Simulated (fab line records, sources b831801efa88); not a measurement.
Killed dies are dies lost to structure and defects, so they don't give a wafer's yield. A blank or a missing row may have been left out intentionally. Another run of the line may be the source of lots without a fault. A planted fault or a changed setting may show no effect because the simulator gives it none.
One fault through the eyes of 2 desks || flow gf180mcu || every desk sees just its own numbers, and what lay behind them comes last

## METROLOGY DESK
Means of the sampled wafers that have a number, per lot and without regard to the tool the lot ran on: this is what the gauges read. Marked OUT: a lot whose mean sits more than 4 standard deviations from the usual mean, which makes it out of limits; the brackets give that distance.
Columns: A = V5_CVD_00_THK at GF_V5_THK_MEAS_01, usual 299.5 nm; B = TOP_METAL_ALCU_RS at GF_TOP_METAL_RS_MEAS_05, usual 0.03272 ohm/sq; C = TOP_METAL_ALCU_THK at GF_TOP_METAL_THK_MEAS_06, usual 900 nm; D = cd nm at GF_TOP_METAL_CD_MEAS_14, usual 439.3 nm
{"lot": "L124", "first seen here": "day 26 20:18", "A": 295.6, "B": 0.03242, "C": 894, "D": 436.4}
{"lot": "L127", "first seen here": "day 28 02:54", "A": 300.3, "B": 0.03295, "C": 895, "D": 439.0}
{"lot": "L128", "first seen here": "day 28 12:38", "A": 297.0, "B": 0.03256, "C": 912, "D": 434.7}
{"lot": "L129", "first seen here": "day 28 22:51", "A": 299.3, "B": "0.03423 (+6.3) OUT", "C": 867, "D": 439.3}
{"lot": "L131", "first seen here": "day 29 02:19", "A": 299.4, "B": 0.03325, "C": 878, "D": 440.4}
{"lot": "L133", "first seen here": "day 30 03:20", "A": 302.0, "B": "0.03386 (+4.7) OUT", "C": 876, "D": 440.2}
{"lot": "L139", "first seen here": "day 31 16:43", "A": 298.8, "B": 0.03268, "C": 900, "D": 438.4}
{"lot": "L141", "first seen here": "day 31 22:13", "A": 301.8, "B": 0.03253, "C": 906, "D": 438.6}
{"lot": "L142", "first seen here": "day 32 09:46", "A": 298.2, "B": 0.03261, "C": 906, "D": 439.8}
{"lot": "L147", "first seen here": "day 33 07:13", "A": 303.2, "B": 0.03279, "C": 906, "D": 440.9}
{"lot": "L146", "first seen here": "day 33 08:34", "A": 301.0, "B": 0.03290, "C": 892, "D": 440.5}
Per this desk, out of limits: L129, L133; the first was L129, day 29 20:14 (TOP_METAL_ALCU_RS at GF_TOP_METAL_RS_MEAS_05). In limits: L124, L127, L128, L131, L139, L141, L142, L147, L146.

## THE TOOL OWNER'S DESK: pvd sputter-03
The tool's own readings at GF_TOP_METAL_SPUTTER_02 (material AlCu, target thk 900 nm, time 47.82 s): means of the sampled wafers that have a number, for each lot that ran on this tool. Marked OUT: a lot whose mean sits more than 4 standard deviations from the usual mean, which makes it out of limits; the brackets give that distance.
Columns: A = throttle valve pct at GF_TOP_METAL_SPUTTER_02, usual 30.2 %
{"lot": "L127", "first seen here": "day 29 01:23", "A": 30.0}
{"lot": "L128", "first seen here": "day 29 10:24", "A": 29.7}
{"lot": "L129", "first seen here": "day 29 20:08", "A": 30.2}
{"lot": "L133", "first seen here": "day 30 23:49", "A": 30.3}
{"lot": "L146", "first seen here": "day 34 02:32", "A": 30.0}
This desk found nothing out of limits on any of the 5 lots.

## ALL TOGETHER
The metrology desk could have raised an alarm at day 29 20:14, on L129, L133.
Nothing out of limits was seen by the tool owner's desk.
Tool owner's desk: L129, L133 on record, inside its limits.
GF_TOP_METAL_SPUTTER_02 was run on pvd sputter-03 by each of the lots named.

## WHAT HAD BEEN PUT IN BY THE SIMULATOR
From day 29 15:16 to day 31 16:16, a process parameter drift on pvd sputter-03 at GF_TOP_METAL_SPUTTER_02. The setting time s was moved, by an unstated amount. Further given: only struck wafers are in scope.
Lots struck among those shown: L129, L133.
Time in hours between the start of the fault and the first out-of-limits reading at each desk: metrology desk, 5.
